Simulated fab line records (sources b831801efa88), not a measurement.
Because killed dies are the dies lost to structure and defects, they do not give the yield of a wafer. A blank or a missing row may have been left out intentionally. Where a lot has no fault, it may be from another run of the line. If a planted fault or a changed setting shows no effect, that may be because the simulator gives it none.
The tool behind it: which one? | flow sky130 | 17 wafers from 6 lots sampled at 4 of the route's 708 steps

## WHAT EACH GAUGE READ, for each wafer
SKY_LI_CONTACT_RS_MEAS_22: measurement is done with a four-point probe.
lot  | measured     | on            | LI_CONTACT_W_RS (ohm/sq)
L485 | day 30 04:17 | film_metro-01 | 0.281 0.286 0.287
L488 | day 31 07:37 | film_metro-03 | 0.283 0.286 0.285
L491 | day 32 06:37 | film_metro-01 | 0.287 0.285 0.285
L493 | day 32 23:01 | film_metro-01 | 0.286 0.283 0.286
L501 | day 35 16:20 | film_metro-02 | 0.215 0.283
L504 | day 36 10:49 | film_metro-02 | 0.283 0.283 0.284

## WHAT TOOL EACH LOT RAN ON (gives the tool, then ch and the chambers of the sampled wafers, and finally the start)
lot  | SKY_SD_N_RTA_14                  | SKY_LI_CONTACT_SPUTTER_20    | SKY_LI_CONTACT_CVD_21
L485 | rtp_anneal-02 ch 0, day 28 22:28 | pvd_sputter-01, day 30 04:06 | cvd_w-01 ch 0,1, day 30 04:10
L488 | rtp_anneal-01 ch 0, day 30 01:31 | pvd_sputter-01, day 31 07:25 | cvd_w-01 ch 0,1, day 31 07:28
L491 | rtp_anneal-02 ch 0, day 31 00:31 | pvd_sputter-02, day 32 06:25 | cvd_w-01 ch 0,1, day 32 06:28
L493 | rtp_anneal-02 ch 0, day 31 17:46 | pvd_sputter-02, day 32 22:48 | cvd_w-01 ch 0, day 32 22:52
L501 | rtp_anneal-01 ch 0, day 34 12:31 | pvd_sputter-01, day 35 16:05 | cvd_w-01 ch 0,1, day 35 16:12
L504 | rtp_anneal-01 ch 0, day 35 07:25 | pvd_sputter-02, day 36 10:36 | cvd_w-02 ch 0,1, day 36 10:40
- SKY_SD_N_RTA_14: time 2 s.
- SKY_LI_CONTACT_SPUTTER_20: material TiN, target thk 20 nm, time 80 s.
- SKY_LI_CONTACT_CVD_21: deposits W, target thk 400 nm, time 120.56 s.

## THE ANSWER, worked out from the rows above alone
Rule: the lots themselves supply what counts as usual. The widest of any qualifying gaps counts: lots, ordered by their means at a reading, are off when they make up no more than a third of the lots, leave a main group of 4 or more, and stand apart from it by 3 or more times the standard deviation of that group's means. The tables above print the reading to a certain number of digits; a main group whose means all agree to those digits is not used. Also off: a lot with no number at a reading for which 4 or more lots have one. Any other lot the step has rows for is counted as sound.
Off: at SKY_LI_CONTACT_RS_MEAS_22 (LI_CONTACT_W_RS), L501. For the main group the mean is 0.285 ohm/sq and the standard deviation 0.00076.
A tool fits if, at a process step before that reading, it ran every lot that is off, and no sound lot after the first of them. The gauges at SKY_LI_CONTACT_RS_MEAS_22 are tried like those tools. Undecided on this evidence; 2 tools fit (pvd_sputter-01 at SKY_LI_CONTACT_SPUTTER_20, cvd_w-01 at SKY_LI_CONTACT_CVD_21).

## WHAT THE SIMULATOR PUT IN
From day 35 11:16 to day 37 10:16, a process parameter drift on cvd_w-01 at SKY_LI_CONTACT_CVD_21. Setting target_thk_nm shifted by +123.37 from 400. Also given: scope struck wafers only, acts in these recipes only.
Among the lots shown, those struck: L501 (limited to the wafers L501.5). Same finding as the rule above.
